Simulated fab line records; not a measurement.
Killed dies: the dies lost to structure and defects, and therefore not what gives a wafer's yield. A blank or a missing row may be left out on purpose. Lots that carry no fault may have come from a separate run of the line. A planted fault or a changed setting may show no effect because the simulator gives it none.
Problem report in the 8D (eight disciplines) form, filled by code | flow sky130 | the parts of the form that need people (team, actions taken, sign-off) are left out

== 1. THE ISSUE ==
METAL1_ALCU_RS at SKY_METAL1_RS_MEAS_05 reads a mean of 0.1777 ohm/sq on 1 wafer of 1 lot; wafers without a fault read 0.1268 ohm/sq with a standard deviation of 0.0013. That is +39 standard deviations from the usual mean.
The step: measures by four-point-probe.
First observed at day 36 23:44: wafer L936.2, on film metro-02. At this step, 30 wafers from 10 lots have a number in the record. The rule behind "out" and "out of limits": a value lying over 4 standard deviations away from the usual mean. Any other wafer with a number is counted as sound.

== 2. WHAT THIS IS AND IS NOT ==
question                    | is                | is not
which readings at this step | METAL1_ALCU_RS    | -
which lots                  | L936              | L920, L923, L926, L929, L930, L934, L937, L939, L942
which wafers of those lots  | L936.2            | L936.1, L936.5
read on which gauges        | film metro-02     | film metro-03
when                        | from day 36 23:44 | up to then (20 sound wafers); but 9 sound wafers of L937, L939, L942 came after

== 3. WHAT RULES OUT EACH SUSPECT ==
Counting: a tool at a process step up to the reading stays a suspect if it ran every lot that is out. Sound lots after the first of them don't rule it out here, since some wafers of a struck lot are sound.
- the gauge at SKY_METAL1_RS_MEAS_05 has been ruled out. All the wafers that are out were read on film metro-02, but those of them that SKY_METAL1_METAL_ETCH_19 has rows for are out there too, on other tools.
- pvd sputter-03 at SKY_METAL1_SPUTTER_02 (material AlCu, target thk 250 nm, time 13.3 s): kept. L936, the lot that is out, went through it at day 36 23:38; up to then, the latest sound lot through it was L930 at day 35 00:29.
The count leaves pvd sputter-03 at SKY_METAL1_SPUTTER_02.

== 4. THE CAUSE (what the simulator had put in) ==
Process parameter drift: pvd sputter-03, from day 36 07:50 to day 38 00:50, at SKY_METAL1_SPUTTER_02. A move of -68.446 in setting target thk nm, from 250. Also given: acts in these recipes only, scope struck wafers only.
The count eliminated every tool but this one.

== 5. THE EFFECT CHAIN, in route order ==
Each row: a reading whose mean over the struck wafers that have a number lies more than 3 standard deviations from the usual. Scope: only readings with a usual standard deviation given in the record; hours: median across lots of the time from each lot's start at the first step in this table that gives one to its start at this step; sigmas: change in usual standard deviations.
hours | step                     | reading         | usual         | on struck wafers | change  | sigmas
0     | SKY_METAL1_RS_MEAS_05    | METAL1_ALCU_RS  | 0.1268 ohm/sq | 0.1777           | +0.0509 | +39
0     | SKY_METAL1_THK_MEAS_06   | METAL1_ALCU_THK | 251.7 nm      | 183.1            | -68.6   | -26
27    | SKY_METAL1_METAL_ETCH_19 | oes product au  | 0.851 a.u.    | 0.794            | -0.057  | -9.7
Here are the process steps it includes:
- SKY_METAL1_METAL_ETCH_19: etches the open film in Cl2/BCl3, stops on SiO2, target depth 360 nm, time 79.16 s.
At these later measuring or inspecting steps, every struck wafer for which the step has a row has a number for every such reading, and none has moved that far: SKY_METAL1_CD_MEAS_15.

== 6. HOW IT WOULD HAVE BEEN CAUGHT EARLIER ==
The first out-of-limits reading at a measuring or inspecting step in this record came at day 36 23:44, 16 hours after the fault's start at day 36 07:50.
An alarm limit of 4 standard deviations would not have fired on the tool readings at SKY_METAL1_SPUTTER_02 for which the record gives a usual standard deviation, since none of them was out on any struck wafer.
Each of the lots that are out, 1 in all, had begun SKY_METAL1_SPUTTER_02 on pvd sputter-03 no later than day 36 23:44. Had the tool been put on hold then, not one of them would have been saved.
